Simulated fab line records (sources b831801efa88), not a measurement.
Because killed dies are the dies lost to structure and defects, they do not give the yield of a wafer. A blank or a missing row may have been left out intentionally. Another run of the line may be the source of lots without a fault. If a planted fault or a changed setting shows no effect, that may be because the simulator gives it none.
A lot that was struck, set against a sound lot	flow gf180mcu	14 steps out of a route of 602
Sound: the wafers L571.3, L571.4, L571.6. Wafers struck: L566.1, L566.2, L566.5. Last of all comes the cause.
Each step with rows lists, per side, the tool, then ch with its chambers, then its first start. Under that, the readings that differ: sound wafers	struck wafers	difference of the means	sigmas: that difference in standard deviations of wafers without a fault.
alike: readings whose means differ by less than 2 such deviations, and words and numbers that are the same on both sides. not compared: withheld readings, readings that some wafer has no value for, bounds like >300 that may hide the same value, and numbers for which the record gives no deviation and whose values overlap.
Wherever a step has rows on one side only, a row that says differs or no value, or a row with sigmas, the two part there. Numbers that have no deviation but don't overlap get no sigmas and don't part them. Lack of a reading on every wafer of one side parts them only where that side has two or more wafers.

GF_POLY_GATE_ETCH_13: etches poly-Si in HBr/Cl2, stops on SiO2, target depth 198.5 nm, time 69.6 s.
  sound on rie-si-01 ch 0,3, day 13 07:31; struck on rie-si-01 ch 0,1, day 12 04:35
  alike: chamber-pressure-mTorr, drypump-motor-current-A, oes-product-au, rf-fwd-power-W, throttle-valve-pct
  not compared: rf-hours-counter-h
GF_POLY_GATE_STRIP_14: strips in O2/N2.
  sound on plasma-asher-03 ch 0,1, day 13 07:36; struck on plasma-asher-04 ch 0,1, day 12 04:39
  alike: chamber-pressure-mTorr, drypump-motor-current-A, heater-power-w, oes-product-au
  not compared: rf-hours-counter-h
then, 2 steps without rows for these wafers: GF_POLY_GATE_CLEAN_15 (cleans in SC1/SC2, time 150 s); GF_POLY_GATE_OXIDATION_16 (stabilise 600 s, purge 300 s, target thk 4 nm).
GF_POLY_GATE_THK_MEAS_17:
  sound on film-metro-01 at day 13 14:32; struck on film-metro-02 at day 12 08:11
  alike: POLY_GATE_OXIDATION_THK
GF_POLY_GATE_CD_MEAS_18:
  sound on cd-sem-01 at day 13 14:38; struck on cd-sem-01 at day 12 08:22
  alike: cd-nm
then, 6 steps without rows for these wafers: GF_HV_LDD_DEHYDRATE_00 (time 60 s); GF_HV_LDD_HMDS_01 (prime time 60 s); GF_HV_LDD_COAT_02 (resist thk 1000 nm); GF_HV_LDD_SOFTBAKE_03 (time 60 s); GF_HV_LDD_EXPOSE_04 (exposes mask Nplus LV AREA, target cd 400 nm); GF_HV_LDD_PEB_05.
GF_HV_LDD_DEVELOP_06: develop time 60 s.
  sound on litho-track-02 ch 0, day 14 10:39; struck on litho-track-02, day 13 02:27
  no value came back on the struck wafers for chill-plate-temp-C (C), develop-time-s (s); on the sound wafers chill-plate-temp-C (C) reads 22.95 23.01 23.08
GF_HV_LDD_CD_MEAS_07: the cd target is 400 nm.
  sound on cd-sem-02 at day 14 10:47; struck on cd-sem-02 at day 13 02:37
reading	sound	struck	difference	sigmas
cd-nm (nm)	401.6 402.2 401.0	- - -	no value on the struck wafers	

WHERE THEY PART
Last at GF_HV_LDD_CD_MEAS_07 as far as this record goes, first at GF_HV_LDD_DEVELOP_06.

WHY: what had been put in by the simulator
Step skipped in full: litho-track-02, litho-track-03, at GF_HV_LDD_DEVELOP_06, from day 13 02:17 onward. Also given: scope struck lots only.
